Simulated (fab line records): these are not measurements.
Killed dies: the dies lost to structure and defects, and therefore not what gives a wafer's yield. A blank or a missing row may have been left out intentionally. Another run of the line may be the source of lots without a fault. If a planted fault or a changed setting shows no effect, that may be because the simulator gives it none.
Struck lot and sound lot, side by side || flow sky130 || 30 steps out of a route of 708
Sound: wafers L364.2, L364.5, L364.6. The struck wafers were L370.4, L370.5, L370.6. Last of all comes the cause.
Each step with rows lists, per side, the tool, then ch with its chambers, then its first start. Under that, the readings that differ: sound wafers || struck wafers || difference of the means || sigmas: that difference in standard deviations of wafers without a fault.
alike: readings whose means differ by less than 2 such deviations, and words and numbers that are the same on both sides. not compared: withheld readings, readings that some wafer has no value for, bounds like >300 that may hide the same value, and numbers for which the record gives no deviation and whose values overlap.
Wherever a step has rows on one side only, a row that says differs or no value, or a row with sigmas, the two part there. Non-overlapping numbers with no deviation appear without sigmas and do not part them. Lack of a reading on every wafer of one side parts them only where that side has two or more wafers.

SKY_PWDE_STRIP_09: strips in O2/N2.
  sound on plasmaAsher-01 ch 0,1, day 4 07:59; struck on plasmaAsher-01 ch 0,1, day 5 18:36
  alike: drypumpMotorCurrentA, oesProductAu, stripTimeToEndpointS
  not compared: rfHoursCounterH
SKY_PWDE_TW_MEAS_10:
  sound on filmMetro-04 at day 4 08:06; struck on filmMetro-04 at day 5 18:42
  alike: PWDE_TW
then, 7 steps without rows for these wafers: SKY_NWELL_DEHYDRATE_03 (time 60 s); SKY_NWELL_HMDS_04 (prime time 60 s); SKY_NWELL_COAT_05 (resist thk 3000 nm); SKY_NWELL_SOFTBAKE_06; SKY_NWELL_EXPOSE_07 (exposes mask NWM, target cd 840 nm); SKY_NWELL_PEB_08; SKY_NWELL_DEVELOP_09 (develop time 60 s).
SKY_NWELL_OVL_MEAS_10:
  sound on overlay-01 at day 5 00:50; struck on overlay-01 at day 6 13:21
  alike: NWELL_00_OVL
then, 2 steps without rows for these wafers: SKY_NWELL_IMPLANT_11; SKY_NWELL_IMPLANT_12.
SKY_NWELL_IMPLANT_13:
  sound on implanter-01 ch 0, day 5 01:12; struck on implanter-01 ch 0, day 6 13:45
{"reading": "doseIonsCm2", "sound": "7.011e+11 6.988e+11 7.004e+11", "struck": "2.354e+11 2.35e+11 2.351e+11", "difference": -4.649e+11, "sigmas": "-99 or more"}
{"reading": "faradayCurrentUA", "sound": "3.95 3.93 3.86", "struck": "1.28 1.30 1.32", "difference": -2.61, "sigmas": -35}
  alike: beamOnS, endStationPressureTorr
SKY_NWELL_STRIP_14: strips in O2/N2.
  sound on plasmaAsher-04 ch 0,1, day 5 01:19; struck on plasmaAsher-02 ch 0,1, day 6 13:51
  alike: drypumpMotorCurrentA, oesProductAu, stripTimeToEndpointS
  not compared: rfHoursCounterH
SKY_NWELL_TW_MEAS_15:
  sound on filmMetro-04 at day 5 01:26; struck on filmMetro-04 at day 6 13:57
  alike: NWELL_TW
then, 7 steps without rows for these wafers: SKY_NWELL_DEHYDRATE_16 (time 60 s); SKY_NWELL_HMDS_17 (prime time 60 s); SKY_NWELL_COAT_18 (resist thk 3000 nm); SKY_NWELL_SOFTBAKE_19; SKY_NWELL_EXPOSE_20 (exposes mask NWM COMPLEMENT, target cd 840 nm); SKY_NWELL_PEB_21; SKY_NWELL_DEVELOP_22 (develop time 60 s).
SKY_NWELL_OVL_MEAS_23:
  sound on overlay-01 at day 5 18:53; struck on overlay-02 at day 7 08:36
  alike: NWELL_01_OVL
after that, 1 step had no rows for these wafers: SKY_NWELL_IMPLANT_24.
SKY_NWELL_STRIP_25: strips in O2/N2.
  sound on plasmaAsher-02 ch 0,1, day 5 19:04; struck on plasmaAsher-03 ch 0,1, day 7 08:48
{"reading": "stripTimeToEndpointS (s)", "sound": "36.97 37.10 37.06", "struck": "36.89 36.74 36.75", "difference": -0.25, "sigmas": -2}
  alike: drypumpMotorCurrentA, oesProductAu
  not compared: rfHoursCounterH
SKY_NWELL_TW_MEAS_26:
  sound on filmMetro-04 at day 5 19:10; struck on filmMetro-01 at day 7 08:53
  alike: NWELL_2_TW
then, 1 step without rows for these wafers: SKY_NWELL_CLEAN_27 (cleans in SC1/SC2, time 150 s).
SKY_NWELL_RTA_28: time 30 s.
  sound on rtpAnneal-02 ch 0, day 5 19:18; struck on rtpAnneal-02 ch 0, day 7 09:01
  alike: lampPowerPct, wafer_temp_C_max
SKY_NWELL_RS_MEAS_29: uses a four-point probe to measure.
  sound on filmMetro-03 at day 5 19:24; struck on filmMetro-03 at day 7 09:08
{"reading": "NWELL_RS (ohm/sq)", "sound": "624.4 626.9 626.7", "struck": "642.2 642.1 642.0", "difference": "+16.1", "sigmas": "+9"}
-- the record jumps here: 41 days lie between the struck wafers' starts before and after (it left off in module NWELL and takes up again in module PAD_OPEN, whose first step shown is number 708 of the route) --
SKY_PAD_OPEN_PROBE_99:
  sound on prober-01 at day 46 10:40; struck on prober-01 at day 48 01:26
{"reading": "model.etest.nfet_16v.rOnOhmUm", "sound": "1.411e+04 1.406e+04 1.421e+04", "struck": "1.494e+04 1.486e+04 1.493e+04", "difference": "+7.833e+02", "sigmas": ""}
{"reading": "model.etest.pfetG5v0d10v5.rOnOhmUm", "sound": "4781 4758 4770", "struck": "4458 4492 4480", "difference": -293, "sigmas": ""}
{"reading": "model.etest.tipP.rsOhmSq", "sound": "6754 6786 6803", "struck": "6675 6681 6667", "difference": -107, "sigmas": ""}
{"reading": "model.etest.tip_p_5v.rsOhmSq", "sound": "2843 2853 2813", "struck": "2795 2790 2798", "difference": -42, "sigmas": ""}
{"reading": "model.etest.pfetG5v0d10v5.driveUaUm", "sound": "338.9 342.3 342.4", "struck": "367.2 365.5 365.6", "difference": "+24.9", "sigmas": ""}
{"reading": "model.etest.pfet_01v8_lvt.driveUaUm", "sound": "171.6 174.7 173.5", "struck": "193.1 193.9 194", "difference": "+20.4", "sigmas": ""}
{"reading": "model.etest.pfet_16v.driveUaUm", "sound": "238.8 241 240.2", "struck": "257.2 258.7 253.8", "difference": "+16.6", "sigmas": ""}
{"reading": "model.etest.pfet_01v8.driveUaUm", "sound": "189.2 195.1 192.3", "struck": "201 206.2 203.5", "difference": "+11", "sigmas": ""}
  alike: killed_at_M0_to_M3, killed_at_M4_up, killedAtContacts, killedAtFrontEnd, killedAtOther, killedDies, killedOnRim, killedOpen, killedShort

== WHERE THEY PART ==
At SKY_NWELL_IMPLANT_13 first; at SKY_NWELL_RS_MEAS_29 last (within this record only). Later steps at which nothing parts them and some readings are alike: SKY_PAD_OPEN_PROBE_99.

WHY: whatever the simulator had introduced
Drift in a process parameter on implanter-01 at SKY_NWELL_IMPLANT_13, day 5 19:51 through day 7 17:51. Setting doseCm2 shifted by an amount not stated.
